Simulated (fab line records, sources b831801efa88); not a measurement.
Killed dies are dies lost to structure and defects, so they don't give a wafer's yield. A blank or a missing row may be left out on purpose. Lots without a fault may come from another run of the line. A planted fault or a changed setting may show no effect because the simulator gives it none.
Which tool did it? | flow gf180mcu | 6 lots, 18 wafers sampled, at 2 steps of a route of 602

WHAT THE GAUGES READ, wafer by wafer
GF_STI_THK_MEAS_04.
lot  | measured    | on            | STI_CVD_03_THK (nm)
L693 | day 1 18:34 | film_metro-01 | 205.7 205.4 205.5
L696 | day 2 10:13 | film_metro-04 | 208.6 208.6 208.6
L700 | day 3 05:34 | film_metro-04 | 207.7 207.4 207.5
L705 | day 4 07:35 | film_metro-01 | 213.2 218.9 221.1 213.1 219.0 221.2
L712 | day 5 17:34 | film_metro-01 | 208.1 208.9 208.6
L714 | day 6 03:34 | film_metro-04 | 208.1 209.4 207.8

WHICH TOOL RAN EACH LOT (tool, then ch and the chambers of the sampled wafers, then the start)
lot  | GF_STI_CVD_03
L693 | lpcvd-01 ch 0, day 1 16:34
L696 | lpcvd-01 ch 0, day 2 08:13
L700 | lpcvd-01 ch 1, day 3 03:34
L705 | lpcvd-01 ch 0, day 4 05:36
L712 | lpcvd-02 ch 0, day 5 15:34
L714 | lpcvd-02 ch 1, day 6 01:34
- GF_STI_CVD_03: deposits Si3N4 from DCS/NH3, target thk 207.16 nm, time 3551 s.

THE ANSWER, worked out from the rows above alone
Rule: what is usual is taken from the lots themselves. Put in order of their means at a reading, lots are off if they are a third of the lots or fewer, leave a main group of 4 or more, and stand apart from it by a gap of 3 or more times the standard deviation of the main group's means; of several such gaps the widest counts. A main group whose means are all the same, to the digits that the tables above print for the reading, isn't used. A lot without any number at a reading at which 4 lots or more have one is off too. The other lots that the step has rows for count as sound.
Off: L705, at GF_STI_THK_MEAS_04 (STI_CVD_03_THK). The main group: mean 207.7 nm, standard deviation 1.2.
A tool fits if, at a process step before that reading, it ran every lot that is off, and no sound lot after the first of them. The gauges at GF_STI_THK_MEAS_04 are tried like those tools. One fits: lpcvd-01 at GF_STI_CVD_03. Its last sound lot is L700 (day 3 03:34), its first lot that is off L705 (day 4 05:36): a fault that began between those two fits.

WHAT THE SIMULATOR HAD PUT IN
Process parameter drift: lpcvd-01, from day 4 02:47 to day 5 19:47, at GF_STI_CVD_03. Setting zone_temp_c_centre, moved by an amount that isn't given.
Lots struck among those shown: L705. The rule above found the same.
